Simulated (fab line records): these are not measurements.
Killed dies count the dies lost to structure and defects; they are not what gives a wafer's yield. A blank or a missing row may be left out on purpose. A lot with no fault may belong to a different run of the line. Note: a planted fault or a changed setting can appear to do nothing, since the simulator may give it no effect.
What tool caused it?	flow sky130	36 wafers from 12 lots sampled at 3 of the route's 708 steps

## WHAT EACH GAUGE READ, for each wafer
SKY_VIA3_THK_MEAS_23: measures by xrf.
lot	measured	on	VIA3_W_THK (nm)
L489	day 39 16:19	film_metro-01	362 362 366
L493	day 41 07:31	film_metro-01	364 364 357
L494	day 41 09:43	film_metro-03	364 371 372
L495	day 41 17:00	film_metro-01	363 360 364
L496	day 42 00:08	film_metro-03	374 374 374
L499	day 42 20:41	film_metro-03	379 371 370
L498	day 42 21:07	film_metro-01	357 354 353
L501	day 43 16:14	film_metro-03	377 382 376
L502	day 43 23:05	film_metro-01	362 362 366
L503	day 44 09:58	film_metro-03	378 378 378
L506	day 44 13:47	film_metro-04	370 371 365
L512	day 46 00:57	film_metro-01	361 356 357

SKY_CAP2M_OVL_MEAS_12.
lot	measured	on	CAP2M_OVL (nm)
L489	day 40 17:23	overlay-02	1.9 1.1 0.6
L493	day 42 07:35	overlay-01	-1.1 -1.1 -0.8
L494	day 42 10:20	overlay-02	-0.1 0.5 -0.8
L495	day 42 16:59	overlay-02	-0.3 -1.0 0.0
L496	day 43 00:35	overlay-01	-2.3 -2.4 -2.4
L499	day 43 20:22	overlay-01	-1.8 -0.9 -1.7
L498	day 43 20:40	overlay-01	-2.6 -4.2 -2.6
L501	day 44 15:08	overlay-01	-0.5 0.7 -0.8
L502	day 44 21:26	overlay-02	2.1 0.4 1.5
L503	day 45 07:38	overlay-01	-3.1 -2.7 -1.5
L506	day 45 11:43	overlay-01	-0.2 -0.9 1.8
L512	day 46 23:55	overlay-02	0.0 -1.7 -1.6

## WHAT TOOL EACH LOT RAN ON (gives the tool, then ch and the chambers of the sampled wafers, and finally the start)
lot	SKY_VIA3_ETCH_15
L489	rie_diel-03 ch 1,2,3, day 39 15:20
L493	rie_diel-03 ch 0,1,2, day 41 06:32
L494	rie_diel-03 ch 0,1,2, day 41 08:43
L495	rie_diel-03 ch 0,1, day 41 16:01
L496	rie_diel-03 ch 0,1,2, day 41 23:10
L499	rie_diel-04 ch 1,3, day 42 19:40
L498	rie_diel-01 ch 1,2,3, day 42 19:49
L501	rie_diel-04 ch 0,1,3, day 43 15:14
L502	rie_diel-04 ch 1,3, day 43 22:04
L503	rie_diel-03 ch 1,3, day 44 08:58
L506	rie_diel-01 ch 0,2,3, day 44 12:47
L512	rie_diel-03 ch 1,2, day 45 23:59
- SKY_VIA3_ETCH_15: etches SiO2 in C4F8/O2/Ar, stops on TiN, target depth 507 nm, time 78 s.

## AS READ BY THE TOOLS THEMSELVES (means over the sampled wafers that have a number; for cases with no such wafer, the mark the record gives instead)
SKY_VIA3_ETCH_15.
lot	tool	oes_product_au (a.u.)
L489	rie_diel-03	0.943
L493	rie_diel-03	0.941
L494	rie_diel-03	0.945
L495	rie_diel-03	0.945
L496	rie_diel-03	0.940
L499	rie_diel-04	0.948
L498	rie_diel-01	0.945
L501	rie_diel-04	0.946
L502	rie_diel-04	0.954
L503	rie_diel-03	0.946
L506	rie_diel-01	0.943
L512	rie_diel-03	0.950

## THE ANSWER, worked out from the rows above alone
Rule: usual is defined by the lots themselves. Put in order of their means at a reading, lots are off if they are a third of the lots or fewer, leave a main group of 4 or more, and stand apart from it by a gap of 3 or more times the standard deviation of the main group's means; of several such gaps the widest counts. The tables above print the reading to a certain number of digits; a main group whose means all agree to those digits is not used. Also off: a lot with no number at a reading for which 4 or more lots have one. Any other lot the step has rows for is counted as sound. First the gauges in route order, then the tools' own readings, where a lot's mean is used as printed above. At the first step where some lot is off, the reading lying furthest off is the one used; lots without a number count as furthest.
No lot is off on any of the readings shown, so nothing can be concluded from this.

## WHAT THE SIMULATOR HAD INSERTED
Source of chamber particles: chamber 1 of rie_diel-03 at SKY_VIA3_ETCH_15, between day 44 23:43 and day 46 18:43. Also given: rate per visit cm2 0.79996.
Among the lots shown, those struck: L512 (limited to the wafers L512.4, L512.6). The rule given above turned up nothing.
